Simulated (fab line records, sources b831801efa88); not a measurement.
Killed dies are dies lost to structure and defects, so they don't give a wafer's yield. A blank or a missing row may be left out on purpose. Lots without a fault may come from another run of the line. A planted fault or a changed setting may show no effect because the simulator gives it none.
Which tool did it? | flow sky130 | 12 lots, 36 wafers sampled, at 5 steps of a route of 708

WHAT THE GAUGES READ, wafer by wafer
SKY_PWDE_TW_MEAS_10. Usual: PWDE_TW 374.7, standard deviation 2.6.
lot  | measured    | on            | PWDE_TW           | flag
L141 | day 3 23:08 | film_metro-03 | 373.2 372.5 374.7 |
L142 | day 4 02:45 | film_metro-03 | 373.6 372.6 375.6 |
L144 | day 4 19:01 | film_metro-03 | 373.9 373.7 375.5 |
L145 | day 4 21:30 | film_metro-04 | 375.6 376.7 376.8 |
L147 | day 5 08:43 | film_metro-03 | 378.1 376.0 377.6 |
L151 | day 6 04:59 | film_metro-03 | 377.4 376.7 377.1 |
L152 | day 6 11:41 | film_metro-04 | 376.0 376.5 378.5 |
L155 | day 7 02:49 | film_metro-04 | 378.1 374.0 375.3 |
L157 | day 7 16:12 | film_metro-04 | 377.3 376.7 375.0 |
L158 | day 7 20:14 | film_metro-02 | 368.8 366.9 368.4 |
L159 | day 8 02:09 | film_metro-03 | 375.8 375.4 372.8 |
L164 | day 9 06:02 | film_metro-02 | 373.2 373.1 373.0 |

SKY_VT_ADJUST_LVTN_TW_MEAS_21. Usual: VT_ADJUST_LVTN_2_TW 188.0, standard deviation 1.3.
lot  | measured     | on            | VT_ADJUST_LVTN_2_TW | flag
L141 | day 7 23:02  | film_metro-02 | 184.5 185.8 185.0   |
L142 | day 8 01:49  | film_metro-01 | 188.0 187.5 189.0   |
L144 | day 8 22:32  | film_metro-04 | 188.9 190.1 188.9   |
L145 | day 9 02:53  | film_metro-02 | 188.2 187.7 188.1   |
L147 | day 9 14:22  | film_metro-04 | 187.9 188.0 188.8   |
L151 | day 10 14:51 | film_metro-04 | 189.1 190.3 189.0   |
L152 | day 11 01:47 | film_metro-01 | 188.3 188.9 187.8   |
L155 | day 11 19:43 | film_metro-02 | 220.5 220.5 220.3   | OFF
L157 | day 12 11:28 | film_metro-02 | 220.9 220.0 221.1   | OFF
L158 | day 12 16:32 | film_metro-01 | 219.7 220.0 222.2   | OFF
L159 | day 13 00:10 | film_metro-02 | 185.9 186.2 187.5   |
L164 | day 14 09:51 | film_metro-02 | 188.4 186.5 186.3   |

SKY_VT_ADJUST_HVTR_OVL_MEAS_08. Usual: VT_ADJUST_HVTR_OVL 0.3 nm, standard deviation 1.2.
lot  | measured     | on         | VT_ADJUST_HVTR_OVL (nm) | flag
L141 | day 9 17:26  | overlay-01 | 0.9 1.2 1.2             |
L142 | day 9 21:08  | overlay-02 | 2.6 0.2 0.5             |
L144 | day 10 20:02 | overlay-02 | 0.2 0.0 -0.2            |
L145 | day 11 01:02 | overlay-01 | 0.9 1.1 1.4             |
L147 | day 11 14:10 | overlay-01 | 2.1 1.4 1.6             |
L151 | day 12 16:08 | overlay-01 | 0.6 -0.4 1.1            |
L152 | day 13 03:43 | overlay-01 | 1.4 1.1 2.9             |
L155 | day 13 21:59 | overlay-02 | -2.4 -1.9 -0.8          |
L157 | day 14 15:18 | overlay-01 | 0.4 -0.2 0.4            |
L158 | day 14 20:37 | overlay-01 | 1.6 2.5 2.9             |
L159 | day 15 03:20 | overlay-01 | -0.8 0.9 -0.6           |
L164 | day 16 16:09 | overlay-01 | -0.6 -0.3 -1.4          |

WHICH TOOL RAN EACH LOT (tool, then ch and the chambers of the sampled wafers, then the start)
lot  | SKY_VT_ADJUST_LVTN_STRIP_09          | SKY_VT_ADJUST_LVTN_IMPLANT_19
L141 | plasma_asher-04 ch 0,1, day 7 02:03  | implanter-03 ch 0, day 7 22:47
L142 | plasma_asher-03 ch 0,1, day 7 05:31  | implanter-04 ch 0, day 8 01:35
L144 | plasma_asher-04 ch 0,1, day 8 01:24  | implanter-03 ch 0, day 8 22:17
L145 | plasma_asher-02 ch 1, day 8 05:00    | implanter-03 ch 0, day 9 02:38
L147 | plasma_asher-04 ch 0,1, day 8 17:13  | implanter-04 ch 0, day 9 14:08
L151 | plasma_asher-03 ch 0,1, day 9 15:10  | implanter-03 ch 0, day 10 14:36
L152 | plasma_asher-03 ch 0,1, day 10 01:48 | implanter-04 ch 0, day 11 01:34
L155 | plasma_asher-03 ch 0,1, day 10 20:22 | implanter-04 ch 0, day 11 19:29
L157 | plasma_asher-02 ch 0,1, day 11 10:14 | implanter-04 ch 0, day 12 11:13
L158 | plasma_asher-03 ch 1, day 11 14:48   | implanter-04 ch 0, day 12 16:17
L159 | plasma_asher-03 ch 0,1, day 11 22:28 | implanter-02 ch 0, day 12 23:55
L164 | plasma_asher-03 ch 0, day 13 08:13   | implanter-03 ch 0, day 14 09:36
- SKY_VT_ADJUST_LVTN_STRIP_09: strips in O2/N2.
- SKY_VT_ADJUST_LVTN_IMPLANT_19

WHAT THE TOOLS THEMSELVES READ (means of the sampled wafers that have a number; where no wafer has one, the mark that the record gives instead)
SKY_VT_ADJUST_LVTN_STRIP_09. Usual: drypump_motor_current_A 5.7 A, standard deviation 0.56; oes_product_au 0.723 a.u., standard deviation 0.0042; strip_time_to_endpoint_s 36.90 s, standard deviation 0.11.
lot  | tool            | drypump_motor_current_A (A) | oes_product_au (a.u.) | strip_time_to_endpoint_s (s) | flag
L141 | plasma_asher-04 | 5.2                         | 0.718                 | 36.92                        |
L142 | plasma_asher-03 | 6.2                         | 0.725                 | 36.93                        |
L144 | plasma_asher-04 | 5.2                         | 0.720                 | 37.02                        |
L145 | plasma_asher-02 | 5.4                         | 0.719                 | 36.83                        |
L147 | plasma_asher-04 | 5.2                         | 0.722                 | 36.84                        |
L151 | plasma_asher-03 | 6.2                         | 0.730                 | 36.69                        |
L152 | plasma_asher-03 | 6.4                         | 0.724                 | 36.87                        |
L155 | plasma_asher-03 | 6.2                         | 0.723                 | 36.79                        |
L157 | plasma_asher-02 | 5.5                         | 0.717                 | 36.72                        |
L158 | plasma_asher-03 | 6.7                         | 0.719                 | 37.00                        |
L159 | plasma_asher-03 | 6.5                         | 0.725                 | 37.06                        |
L164 | plasma_asher-03 | 5.9                         | 0.722                 | 36.87                        |

SKY_VT_ADJUST_LVTN_IMPLANT_19. Usual: dose_ions_cm2 6.498e+11, standard deviation 7.3e+08; faraday_current_uA 3.68, standard deviation 0.074.
lot  | tool         | dose_ions_cm2 | faraday_current_uA | flag
L141 | implanter-03 | 6.505e+11     | 3.60               |
L142 | implanter-04 | 6.499e+11     | 3.68               |
L144 | implanter-03 | 6.500e+11     | 3.66               |
L145 | implanter-03 | 6.489e+11     | 3.64               |
L147 | implanter-04 | 6.505e+11     | 3.68               |
L151 | implanter-03 | 6.496e+11     | 3.66               |
L152 | implanter-04 | 6.493e+11     | 3.66               |
L155 | implanter-04 | 1.178e+12     | 6.74               | OFF
L157 | implanter-04 | 1.177e+12     | 6.82               | OFF
L158 | implanter-04 | 1.176e+12     | 6.57               | OFF
L159 | implanter-02 | 6.488e+11     | 3.60               |
L164 | implanter-03 | 6.505e+11     | 3.61               |

THE ANSWER, worked out from the rows above alone
Rule: a lot is off if the mean of its wafers that have a number lies more than 3 standard deviations from the usual mean. A lot without any number at a reading at which 4 lots or more have one is off too. The other lots that the step has rows for count as sound. The gauges are gone through in route order, then the tools' own readings, and for those a lot's mean is taken as printed above. The first step at which some lot is off is used, and at that step the reading that is off furthest; a lot without a number counts as furthest.
Off: L155, L157, L158, at SKY_VT_ADJUST_LVTN_TW_MEAS_21 (VT_ADJUST_LVTN_2_TW).
A tool fits if, at a process step before that reading, it ran every lot that is off, and no sound lot after the first of them. The gauges at SKY_VT_ADJUST_LVTN_TW_MEAS_21 aren't tried: what is off there is off at SKY_VT_ADJUST_LVTN_IMPLANT_19 too, on other tools, and a gauge's error can't cause that. One fits: implanter-04 at SKY_VT_ADJUST_LVTN_IMPLANT_19. Its last sound lot is L152 (day 11 01:34), its first lot that is off L155 (day 11 19:29): a fault that began between those two fits.
The tool's own readings at SKY_VT_ADJUST_LVTN_IMPLANT_19 bear it out: on the lots that are off they differ by more than 5 times the standard deviation of the sound lots' means. dose_ions_cm2 reads 1.177e+12 there against 6.498e+11 on the sound lots; faraday_current_uA reads 6.71 there against 3.64 on the sound lots.

WHAT THE SIMULATOR HAD PUT IN
Process parameter drift: implanter-04, from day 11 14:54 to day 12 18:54, at SKY_VT_ADJUST_LVTN_IMPLANT_19. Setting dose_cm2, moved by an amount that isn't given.
Lots struck among those shown: L155, L157, L158. The rule above found the same.
